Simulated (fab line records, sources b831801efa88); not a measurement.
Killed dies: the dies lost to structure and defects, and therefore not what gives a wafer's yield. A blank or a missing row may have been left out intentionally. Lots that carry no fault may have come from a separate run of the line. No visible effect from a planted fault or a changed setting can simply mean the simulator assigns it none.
fab line records	flow sky130
[record] lots = 15	wafers = 45	last-day = 51
route steps=708 shown FIELD_ISO@16 DNWELL@43 NWELL@67
lots with no fault: from the same line, run without faults
start-h: hours from the record's first day to the start of the lot's first wafer shown	wait-h: hours since the lot's step before	" unchanged from the row above	L1.1+2: a row that stands for several wafers	- either no value or no given start	* or withheld: withheld	< > ~ a bound
route shown NAME@n: a module of which the file shows steps, and the number in the route of the first	usual: mean/standard deviation taken from wafers without a fault	same: alike in all rows	chamber/n: place in a boat	sites: the reading at each site	_std_site: the values' standard deviation	_edge_site: outer sites' mean less inner sites'	radius-mm: how far each site lies from the wafer's centre	mask NAME#n: copy n	behind: the tool/chamber that last shaped the wafer	hold: why the lot was held/for how many hours/how that ended	device: names the non-switching transistor (n, p or np)	end of line: at the end of the route, the tests of the same wafers	a step with no rows: only its recipe	killed: count of dies lost to structure and defects at first sort (not the wafer's yield)	map: the dies of a wafer, with x for killed, . for not killed, _ for no die there
set.NAME: the setting that was run; set.NAME@STEP: the one run at that earlier step	model.NAME: the simulator's own value behind a step, which no gauge read
the route's steps for a sample of lots (tables are steps, rows are wafers)
services: from which hour (start-h, from the record's first day; less than 0 if before it) a tool's chamber was out of use, for how many hours, and why
[[steps]]
[step SKY_FIELD_ISO_ETCH_15]
[recipe] chemistry = CHF3/O2	target-depth-nm = 180	stop-on = Si	source-w = 600	bias-w = 200	pressure-mtorr = 40	chf3-flow-sccm = 50	O2_flow_sccm = 5	time-s = 72
[usual] drypump-motor-current-A = 5.7/0.55	oes-product-au = 0.945/0.0066	throttle-valve-pct = 8.844/0.0093
lot.wafer	tool	chamber	start-h	wait-h	drypump-motor-current-A	oes-product-au	rf-hours-counter-h	throttle-valve-pct
L225.1	rie-diel-02	0	30.75	0.0	5.3	0.950	20	8.858
L225.2	"	2	"	"	6.3	0.955	8	8.851
L225.3	"	1	"	"	4.9	0.935	93	8.847
L226.1	rie-diel-04	2	36.30	0.0	5.9	0.949	34	8.829
L226.3	"	1	"	"	5.4	0.948	102	8.833
L226.4	"	0	"	"	5.7	0.947	-	8.844
L227.1	rie-diel-03	2	40.10	0.0	5.8	0.946	2	8.841
L227.2	"	1	"	"	6.6	0.942	37	8.846
L227.4	"	3	"	"	6.3	0.941	3	8.830
L228.1	rie-diel-03	3	48.25	0.0	6.3	0.935	3	8.837
L228.2	"	1	"	"	6.6	0.942	37	8.840
L228.5	"	2	"	"	5.8	0.935	-	8.844
L229.4	rie-diel-03	1	54.06	0.0	6.6	0.948	38	8.835
L229.5	"	2	"	"	5.8	0.942	-	8.842
L229.6	"	3	"	"	6.3	0.943	-	8.846
L230.2	rie-diel-04	2	56.51	0.0	5.9	0.944	35	8.853
L230.3	"	3	"	"	5.5	0.943	142	8.839
L230.6	"	3	"	"	5.5	0.948	-	8.847
L236.2	rie-diel-02	2	87.05	0.0	6.3	0.945	9	8.843
L236.4	"	1	"	"	4.9	0.954	94	8.827
L236.5	"	0	"	"	5.3	0.950	-	8.849
L237.2	rie-diel-04	1	93.26	0.0	5.3	0.945	103	8.838
L237.3	"	2	"	"	5.9	0.939	35	8.850
L237.6	"	0	"	"	5.7	0.938	-	8.835
L238.3	rie-diel-03	3	97.61	0.0	6.3	0.950	4	8.826
L238.4	"	1	"	"	6.6	0.942	38	8.861
L238.6	"	1	"	"	6.6	0.948	-	8.840
L239.3	rie-diel-04	1	101.75	0.0	5.3	0.942	103	8.850
L239.4	"	0	"	"	5.6	0.936	7	8.843
L239.6	"	0	"	"	5.6	0.927	-	8.855
L241.1	rie-diel-03	1	114.36	0.0	6.6	0.954	39	8.839
L241.4	"	0	"	"	4.8	0.953	59	8.848
L241.5	"	2	"	"	5.8	0.947	-	8.844
L242.2	rie-diel-04	0	118.30	0.0	5.6	0.946	8	8.858
L242.3	"	1	"	"	5.4	0.936	104	8.848
L242.6	"	1	"	"	5.3	0.944	-	8.836
L246.1	rie-diel-03	1	140.56	0.0	6.6	0.936	39	8.848
L246.2	"	3	"	"	6.4	0.944	5	8.838
L246.4	"	0	"	"	4.8	0.936	59	8.848
L247.2	rie-diel-02	2	145.75	0.0	6.3	0.944	10	8.842
L247.3	"	1	"	"	4.9	0.934	95	8.840
L247.6	"	1	"	"	4.9	0.932	-	8.846
L248.1	rie-diel-02	3	152.06	0.0	5.8	0.940	52	8.862
L248.2	"	1	"	"	4.9	0.944	95	8.841
L248.3	"	2	"	"	6.3	0.941	10	8.846
[step SKY_FIELD_ISO_CMP_27]
[recipe] stop-on = Si3N4	t-overpolish-s = 16	down-force-psi = 4	platen-rpm = 60	target-thk-nm = 457.8	pad-velocity-m-s = 0.94248
[usual] motor-current-A = 12.2/0.88	overpolish-run-s = 16.001/0.0095	time-to-endpoint-s = 111/4.8
lot.wafer	tool	chamber	start-h	wait-h	motor-current-A	overpolish-run-s	time-to-endpoint-s
L225.2	cmp-02	1	35.38	0.0	12.2	16.000	108
L225.3	"	3	"	"	13.0	16.001	114
L225.1	"	0	"	"	11.9	16.007	108
L226.3	cmp-02	2	39.68	0.0	10.3	16.016	119
L226.1	"	3	"	"	13.2	15.998	110
L226.4	"	1	"	"	12.2	15.995	109
L227.4	cmp-02	1	44.50	0.0	12.9	16.006	113
L227.1	"	3	"	"	12.9	16.001	115
L227.2	"	0	"	"	11.4	16.002	108
L228.2	cmp-02	3	51.71	0.1	13.3	16.005	113
L228.1	"	0	"	"	12.3	15.985	110
L228.5	"	1	"	"	13.2	16.017	115
L229.4	cmp-02	2	61.12	0.0	10.5	16.009	111
L229.5	"	2	"	"	10.9	15.995	112
L229.6	"	3	"	"	13.1	16.000	111
L230.3	cmp-02	1	64.28	0.0	12.7	16.008	113
L230.2	"	3	"	"	13.0	16.020	115
L230.6	"	2	"	"	10.4	15.988	119
L236.4	cmp-01	0	96.46	0.0	12.4	16.005	107
L236.2	"	3	"	"	12.0	16.001	106
L236.5	"	0	"	"	12.2	16.010	106
L237.2	cmp-01	1	101.01	0.0	11.2	16.012	112
L237.3	"	3	"	"	12.7	15.999	110
L237.6	"	2	"	"	12.0	15.992	100
L238.3	cmp-01	1	106.86	0.1	11.4	16.007	112
L238.4	"	2	"	"	12.2	15.983	101
L238.6	"	0	"	"	12.6	15.995	106
L239.3	cmp-01	2	110.52	0.1	13.1	15.993	102
L239.4	"	3	"	"	12.8	16.007	111
L239.6	"	1	"	"	11.0	15.996	117
L241.4	cmp-01	0	118.89	0.0	12.4	16.014	105
L241.1	"	1	"	"	11.2	15.992	109
L241.5	"	0	"	"	12.3	15.988	107
L242.3	cmp-02	1	122.79	0.1	13.6	16.012	108
L242.2	"	2	"	"	11.1	15.989	114
L242.6	"	0	"	"	12.5	15.997	111
L246.2	cmp-01	2	146.63	0.0	12.9	16.020	99
L246.4	"	3	"	"	12.7	15.995	106
L246.1	"	0	"	"	12.4	15.989	105
L247.2	cmp-02	1	149.50	0.0	12.8	16.000	114
L247.3	"	2	"	"	10.5	16.012	117
L247.6	"	2	"	"	10.7	16.000	121
L248.3	cmp-02	2	156.04	0.1	10.9	15.999	118
L248.1	"	3	"	"	13.0	15.997	117
L248.2	"	0	"	"	11.9	15.998	109
[step SKY_DNWELL_STRIP_08]
[recipe] chemistry = O2/N2	power-w = 1400	pressure-mtorr = 1500	platen-temp-c = withheld	o2-flow-sccm = 3000	n2-flow-sccm = 300	overash-fraction = 0.5
[usual] chamber-pressure-mTorr = 1500.1/1.3	drypump-motor-current-A = 5.9/0.65	n2-flow-sccm = 300.0/0.96	oes-product-au = 0.723/0.005	strip-time-to-endpoint-s = 36.93/0.12
lot.wafer	tool	chamber	start-h	wait-h	chamber-pressure-mTorr	drypump-motor-current-A	n2-flow-sccm	oes-product-au	rf-hours-counter-h	strip-time-to-endpoint-s
L225.1	plasma-asher-01	1	55.15	0.1	1499.0	6.6	299.9	0.728	37	37.03
L225.2	"	0	"	"	1502.4	5.8	300.3	0.726	37	36.98
L225.3	"	0	"	"	1498.1	5.8	300.3	0.724	-	37.03
L226.1	plasma-asher-02	1	59.60	0.1	1502.5	6.7	301.9	0.716	33	36.93
L226.3	"	0	"	"	1503.2	4.8	300.5	0.718	-	36.91
L226.4	"	1	"	"	1498.0	6.6	300.8	0.721	-	36.92
L227.1	plasma-asher-01	0	65.41	0.1	1498.9	5.8	299.6	0.716	37	37.02
L227.2	"	1	"	"	1503.5	6.6	299.9	0.720	37	36.90
L227.4	"	0	"	"	1500.0	5.8	298.7	0.723	-	36.96
L228.1	plasma-asher-02	1	71.05	0.1	1499.6	6.6	300.2	0.711	35	36.94
L228.2	"	0	"	"	1500.1	4.8	299.6	0.720	35	36.67
L228.5	"	1	"	"	1500.3	6.7	300.3	0.736	-	36.90
L229.4	plasma-asher-02	0	84.04	0.1	1501.0	4.8	299.5	0.726	-	36.93
L229.5	"	1	"	"	1499.1	6.7	301.7	0.717	-	36.87
L229.6	"	0	"	"	1498.7	4.8	299.8	0.733	-	36.99
L230.2	plasma-asher-04	0	84.15	0.1	1499.2	5.8	300.0	0.717	35	36.95
L230.3	"	0	"	"	1500.0	5.8	300.6	0.731	-	36.92
L230.6	"	0	"	"	1499.8	5.8	300.5	0.726	-	36.95
L236.2	plasma-asher-02	1	120.96	0.1	1498.1	6.6	301.8	0.717	0	36.57
L236.4	"	1	"	"	1499.5	6.6	300.4	0.717	-	36.63
L236.5	"	1	"	"	1501.8	6.6	300.0	0.715	-	36.73
L237.2	plasma-asher-04	0	123.91	0.1	1499.8	5.8	298.8	0.724	39	36.91
L237.3	"	0	"	"	1503.6	5.8	299.8	0.728	-	36.91
L237.6	"	0	"	"	1501.1	5.8	300.0	0.724	-	36.92
L238.3	plasma-asher-01	1	131.48	0.1	1501.5	6.6	298.1	0.725	-	37.09
L238.4	"	0	"	"	1500.6	5.8	301.9	0.720	-	37.07
L238.6	"	1	"	"	1498.9	6.6	298.4	0.720	-	37.20
L239.3	plasma-asher-02	1	133.13	0.1	1499.3	6.6	300.1	0.716	-	37.21
L239.4	"	0	"	"	1500.3	4.8	298.1	0.725	-	37.17
L239.6	"	0	"	"	1499.8	4.8	298.5	0.725	-	37.01
L241.1	plasma-asher-04	1	141.25	0.1	1499.0	5.4	300.3	0.725	41	36.96
L241.4	"	1	"	"	1499.2	5.4	300.6	0.731	-	36.94
L241.5	"	0	"	"	1501.9	5.8	300.0	0.724	-	36.89
L242.2	plasma-asher-01	1	145.36	0.1	1499.1	6.6	299.8	0.725	45	37.07
L242.3	"	0	"	"	1498.5	5.8	300.4	0.732	-	36.98
L242.6	"	0	"	"	1500.4	5.8	300.4	0.721	-	37.03
L246.1	plasma-asher-01	0	170.65	0.1	1500.0	5.8	298.9	0.721	48	36.88
L246.2	"	1	"	"	1498.8	6.6	300.4	0.732	48	36.96
L246.4	"	0	"	"	1499.9	5.8	298.9	0.725	-	36.97
L247.2	plasma-asher-04	0	176.15	0.1	1500.8	5.8	299.7	0.722	45	36.95
L247.3	"	1	"	"	1501.8	5.4	298.7	0.719	-	36.89
L247.6	"	1	"	"	1499.3	5.4	300.5	0.726	-	36.90
L248.1	plasma-asher-02	0	180.65	0.1	1500.0	4.8	301.7	0.720	7	36.95
L248.2	"	1	"	"	1499.8	6.7	302.2	0.722	7	36.99
L248.3	"	1	"	"	1498.8	6.7	301.2	0.718	-	37.03
[step SKY_NWELL_STRIP_14]
[recipe] chemistry = O2/N2	power-w = 1400	pressure-mtorr = 1500	platen-temp-c = withheld	o2-flow-sccm = 3000	n2-flow-sccm = 300	overash-fraction = 0.5
[usual] chamber-pressure-mTorr = 1499.9/1.3	drypump-motor-current-A = 5.6/0.65	n2-flow-sccm = 300.0/1	oes-product-au = 0.722/0.0048	strip-time-to-endpoint-s = 36.97/0.088
lot.wafer	tool	chamber	start-h	wait-h	chamber-pressure-mTorr	drypump-motor-current-A	n2-flow-sccm	oes-product-au	rf-hours-counter-h	strip-time-to-endpoint-s
L225.1	plasma-asher-02	1	90.89	0.1	1499.2	6.6	298.4	0.722	36	36.88
L225.2	"	0	"	"	1499.1	4.8	299.2	0.719	36	36.89
L225.3	"	1	"	"	1498.9	6.6	300.3	0.719	-	36.90
L226.1	plasma-asher-02	0	94.44	0.1	1497.5	4.8	301.6	0.728	37	37.05
L226.3	"	1	"	"	1497.4	6.6	301.8	0.726	-	36.97
L226.4	"	0	"	"	1499.8	4.8	299.6	0.728	-	37.10
L227.1	plasma-asher-04	1	100.82	0.1	1501.0	5.4	299.2	0.717	37	36.84
L227.2	"	0	"	"	1497.2	5.8	300.7	0.721	37	36.99
L227.4	"	0	"	"	1499.4	5.8	300.4	0.725	-	36.83
L228.1	plasma-asher-02	1	107.24	0.1	-	-	-	-	-	-
L228.2	"	0	"	"	-	-	-	-	-	-
L228.5	"	1	"	"	-	-	-	-	-	-
L229.4	plasma-asher-04	0	121.01	0.1	-	-	-	-	-	-
L229.5	"	1	"	"	-	-	-	-	-	-
L229.6	"	0	"	"	-	-	-	-	-	-
L230.2	plasma-asher-04	1	121.94	0.1	-	-	-	-	-	-
L230.3	"	1	"	"	-	-	-	-	-	-
L230.6	"	1	"	"	-	-	-	-	-	-
L236.2	plasma-asher-02	0	162.69	0.1	1499.0	4.8	298.5	0.715	5	36.91
L236.4	"	0	"	"	1500.7	4.8	299.5	0.722	-	36.92
L236.5	"	0	"	"	1500.0	4.8	299.3	0.719	-	36.79
L237.2	plasma-asher-02	0	166.49	0.1	1497.5	4.8	299.4	0.724	5	36.92
L237.3	"	0	"	"	1500.9	4.8	299.5	0.722	-	36.98
L237.6	"	0	"	"	1498.4	4.8	299.1	0.728	-	36.92
L238.3	plasma-asher-02	1	175.02	0.1	1501.5	6.6	301.9	0.712	-	36.89
L238.4	"	0	"	"	1496.3	4.8	298.4	0.714	-	36.95
L238.6	"	1	"	"	1500.1	6.6	300.1	0.725	-	36.91
L239.3	plasma-asher-02	1	177.23	0.1	1499.1	6.6	298.5	0.728	-	37.09
L239.4	"	0	"	"	1499.1	4.8	299.4	0.726	-	37.00
L239.6	"	1	"	"	1500.2	6.7	298.7	0.719	-	37.01
L241.1	plasma-asher-03	1	185.65	0.1	1501.1	5.1	298.8	0.723	36	36.87
L241.4	"	0	"	"	1498.0	5.8	299.1	0.718	-	36.82
L241.5	"	1	"	"	1499.1	5.1	299.9	0.726	-	36.85
L242.2	plasma-asher-02	1	189.09	0.1	1500.5	6.7	300.8	0.712	8	36.84
L242.3	"	1	"	"	1500.9	6.6	301.9	0.726	-	36.92
L242.6	"	1	"	"	1501.2	6.7	302.1	0.718	-	36.88
L246.1	plasma-asher-03	0	214.57	0.1	1498.7	5.8	300.6	0.726	38	37.11
L246.2	"	1	"	"	1500.5	5.1	299.8	0.728	38	36.98
L246.4	"	1	"	"	1498.5	5.1	299.9	0.723	-	37.19
L247.2	plasma-asher-03	1	222.12	0.1	1499.6	5.1	300.0	0.730	39	36.87
L247.3	"	1	"	"	1499.3	5.1	301.3	0.722	-	36.91
L247.6	"	1	"	"	1499.8	5.1	302.4	0.716	-	36.95
L248.1	plasma-asher-02	1	225.74	0.1	1499.4	6.6	301.0	0.720	11	37.01
L248.2	"	0	"	"	1497.6	4.8	300.2	0.726	11	37.01
L248.3	"	1	"	"	1498.3	6.6	300.0	0.723	-	37.02
[step SKY_NWELL_STRIP_25]
[recipe] chemistry = O2/N2	power-w = 1400	pressure-mtorr = 1500	platen-temp-c = withheld	o2-flow-sccm = 3000	n2-flow-sccm = 300	overash-fraction = 0.5
[usual] chamber-pressure-mTorr = 1500.0/1.4	drypump-motor-current-A = 5.6/0.63	n2-flow-sccm = 299.9/0.86	oes-product-au = 0.722/0.0047	strip-time-to-endpoint-s = 36.94/0.096
lot.wafer	tool	chamber	start-h	wait-h	chamber-pressure-mTorr	drypump-motor-current-A	n2-flow-sccm	oes-product-au	rf-hours-counter-h	strip-time-to-endpoint-s
L225.1	plasma-asher-04	1	108.59	0.1	1501.7	5.4	300.8	0.728	38	36.85
L225.2	"	0	"	"	1501.6	5.8	299.1	0.718	38	36.91
L225.3	"	0	"	"	1498.4	5.8	299.4	0.718	-	37.01
L226.1	plasma-asher-04	1	111.74	0.1	1498.4	5.4	300.0	0.716	38	37.00
L226.3	"	1	"	"	1499.4	5.4	299.4	0.719	-	36.92
L226.4	"	0	"	"	1499.9	5.8	299.7	0.724	-	36.89
L227.1	plasma-asher-02	1	119.39	0.1	1498.1	6.6	300.6	0.730	0	36.91
L227.2	"	0	"	"	1501.0	4.8	300.9	0.726	0	37.03
L227.4	"	1	"	"	1500.7	6.6	300.2	0.711	-	36.88
L228.1	plasma-asher-04	1	126.57	0.1	1501.7	5.4	301.7	0.731	39	81.22
L228.2	"	0	"	"	1501.3	5.8	300.3	0.748	39	81.05
L228.5	"	1	"	"	1502.8	5.4	299.1	0.744	-	81.19
L229.4	plasma-asher-03	0	141.72	0.1	1501.0	5.7	299.9	0.739	-	81.21
L229.5	"	0	"	"	1500.5	5.8	299.3	0.746	-	81.25
L229.6	"	1	"	"	1500.3	5.1	298.5	0.739	-	80.97
L230.2	plasma-asher-02	1	142.79	0.1	1501.7	6.7	300.3	0.743	3	81.30
L230.3	"	0	"	"	1499.8	4.8	299.0	0.739	-	81.14
L230.6	"	1	"	"	1500.2	6.7	300.3	0.745	-	81.22
L236.2	plasma-asher-02	1	183.64	0.1	1498.8	6.6	298.4	0.716	7	37.09
L236.4	"	1	"	"	1500.7	6.7	298.5	0.721	-	37.07
L236.5	"	1	"	"	1500.2	6.7	299.5	0.724	-	37.07
L237.2	plasma-asher-04	0	188.44	0.1	1500.5	5.8	300.6	0.719	46	36.93
L237.3	"	1	"	"	1500.9	5.4	300.5	0.729	-	36.91
L237.6	"	1	"	"	1501.4	5.4	300.8	0.713	-	36.88
L238.3	plasma-asher-04	0	196.83	0.1	1502.8	5.8	300.9	0.723	-	36.92
L238.4	"	1	"	"	1500.2	5.4	299.7	0.729	-	36.90
L238.6	"	1	"	"	1500.5	5.4	300.6	0.712	-	36.85
L239.3	plasma-asher-02	0	199.33	0.1	1501.3	4.8	300.0	0.734	-	36.78
L239.4	"	1	"	"	1499.6	6.7	299.1	0.720	-	37.06
L239.6	"	1	"	"	1500.5	6.7	298.4	0.719	-	37.08
L241.1	plasma-asher-04	0	207.79	0.1	1500.1	5.8	299.9	0.724	48	36.96
L241.4	"	0	"	"	1501.0	5.8	299.4	0.722	-	36.97
L241.5	"	1	"	"	1497.8	5.4	299.3	0.721	-	36.94
L242.2	plasma-asher-02	0	211.24	0.1	1499.2	4.8	299.4	0.725	10	36.95
L242.3	"	1	"	"	1500.7	6.6	299.7	0.722	-	36.90
L242.6	"	0	"	"	1498.0	4.8	300.4	0.725	-	36.89
L246.1	plasma-asher-03	0	237.62	0.1	1497.2	5.8	300.6	0.725	40	36.98
L246.2	"	1	"	"	1499.4	5.1	300.4	0.728	40	37.00
L246.4	"	0	"	"	1500.6	5.8	301.9	0.727	-	36.96
L247.2	plasma-asher-03	1	246.42	0.1	1501.1	5.1	301.0	0.720	41	36.86
L247.3	"	1	"	"	1498.4	5.1	301.3	0.727	-	36.92
L247.6	"	0	"	"	1499.6	5.8	300.5	0.719	-	36.87
L248.1	plasma-asher-04	0	250.04	0.1	1500.2	5.8	299.4	0.721	52	37.08
L248.2	"	1	"	"	1500.4	5.4	298.7	0.715	52	36.98
L248.3	"	1	"	"	1500.1	5.4	299.2	0.714	-	36.97
[step SKY_NWELL_TW_MEAS_26]
[usual] NWELL_2_TW = 499.7/2.2
lot.wafer	tool	chamber	start-h	wait-h	NWELL_2_TW
L225.1	film-metro-03	-	108.69	0.1	501.2
L225.2	"	-	"	"	500.7
L225.3	"	-	"	"	499.6
L226.1	film-metro-04	-	111.84	0.1	499.4
L226.3	"	-	"	"	497.9
L226.4	"	-	"	"	499.1
L227.1	film-metro-03	-	119.49	0.1	500.0
L227.2	"	-	"	"	503.7
L227.4	"	-	"	"	503.1
L228.1	film-metro-04	-	126.67	0.1	30.0
L228.2	"	-	"	"	30.0
L228.5	"	-	"	"	30.1
L229.4	film-metro-04	-	141.82	0.1	30.1
L229.5	"	-	"	"	30.0
L229.6	"	-	"	"	30.1
L230.2	film-metro-03	-	142.90	0.1	30.1
L230.3	"	-	"	"	30.1
L230.6	"	-	"	"	30.2
L236.2	film-metro-04	-	183.75	0.1	499.3
L236.4	"	-	"	"	498.9
L236.5	"	-	"	"	497.9
L237.2	film-metro-04	-	188.55	0.1	500.5
L237.3	"	-	"	"	497.5
L237.6	"	-	"	"	501.8
L238.3	film-metro-03	-	196.91	0.1	503.8
L238.4	"	-	"	"	503.3
L238.6	"	-	"	"	501.7
L239.3	film-metro-04	-	199.41	0.1	501.2
L239.4	"	-	"	"	501.5
L239.6	"	-	"	"	501.2
L241.1	film-metro-03	-	207.89	0.1	498.9
L241.4	"	-	"	"	499.6
L241.5	"	-	"	"	498.6
L242.2	film-metro-04	-	211.35	0.1	500.5
L242.3	"	-	"	"	498.9
L242.6	"	-	"	"	500.7
L246.1	film-metro-04	-	237.72	0.1	496.4
L246.2	"	-	"	"	496.5
L246.4	"	-	"	"	499.0
L247.2	film-metro-02	-	246.53	0.1	501.5
L247.3	"	-	"	"	499.3
L247.6	"	-	"	"	500.6
L248.1	film-metro-02	-	250.14	0.1	501.7
L248.2	"	-	"	"	502.3
L248.3	"	-	"	"	502.1
[[services]]
tool	chamber	start-h	hours	kind
rie-diel-03	2	10.23	16.0	repair
rie-diel-03	0	15.80	14.1	repair
cmp-01	-	43.91	1.4	repair
cmp-01	-	64.01	4.0	pm
cmp-02	-	64.65	0.5	repair
rie-diel-03	0	65.88	5.2	repair
plasma-asher-02	-	73.41	2.4	repair
rie-diel-03	0	75.93	8.0	repair
plasma-asher-02	-	91.23	2.8	pm
cmp-02	-	103.67	0.8	repair
plasma-asher-04	-	105.36	2.8	pm
plasma-asher-02	-	108.75	9.0	pm
cmp-01	-	115.46	0.5	repair
plasma-asher-03	-	118.35	13.9	pm
cmp-01	-	121.91	3.2	pm
cmp-01	-	125.09	5.6	pm
plasma-asher-03	-	132.21	2.8	pm
plasma-asher-03	-	161.86	14.6	pm
cmp-02	-	165.23	1.7	repair
cmp-01	-	192.81	0.4	repair
cmp-02	-	198.69	3.3	repair
cmp-02	-	232.00	4.0	pm
cmp-02	-	235.64	0.5	repair
cmp-02	-	248.62	1.1	repair
[[key]]
[first-sign] step = SKY_NWELL_STRIP_14	reading = tool-record	direction = missing
[effect] step = SKY_NWELL_STRIP_25	reading = strip-time-to-endpoint-s	direction = up	sigmas = 99+	usual = *	struck = *
[effect] step = SKY_NWELL_TW_MEAS_26	reading = NWELL_2_TW	direction = down	sigmas = 99+	usual = 499.7	struck = 30.1
met-at SKY_NWELL_STRIP_14
struck-lots L228,L229,L230
sort-left-out L228.1,L228.2,L228.5,L229.4,L229.5,L229.6,L230.2,L230.3,L230.6
tester-left-out L228,L229,L230
not-acting-at SKY_FIELD_ISO_ETCH_15,SKY_FIELD_ISO_CMP_27,SKY_DNWELL_STRIP_08
onset-between 100.82 107.24
[fault] kind = skipped-step-whole	tool = plasma-asher-02,plasma-asher-04	chamber = -	onset-h = 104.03	steps = SKY_NWELL_STRIP_14	scope = struck-lots-only
// tester-left-out: of these lots the tester's yield and bins aren't shown, on N5 and GAA mostly nor the transistor test; their killed dies are dies lost to structure and defects alone, not to doping, threshold or leakage, so they don't give the yield
// sort-left-out: the simulated sort isn't trusted on such a fault, so these wafers' sort isn't shown, and their yield isn't known
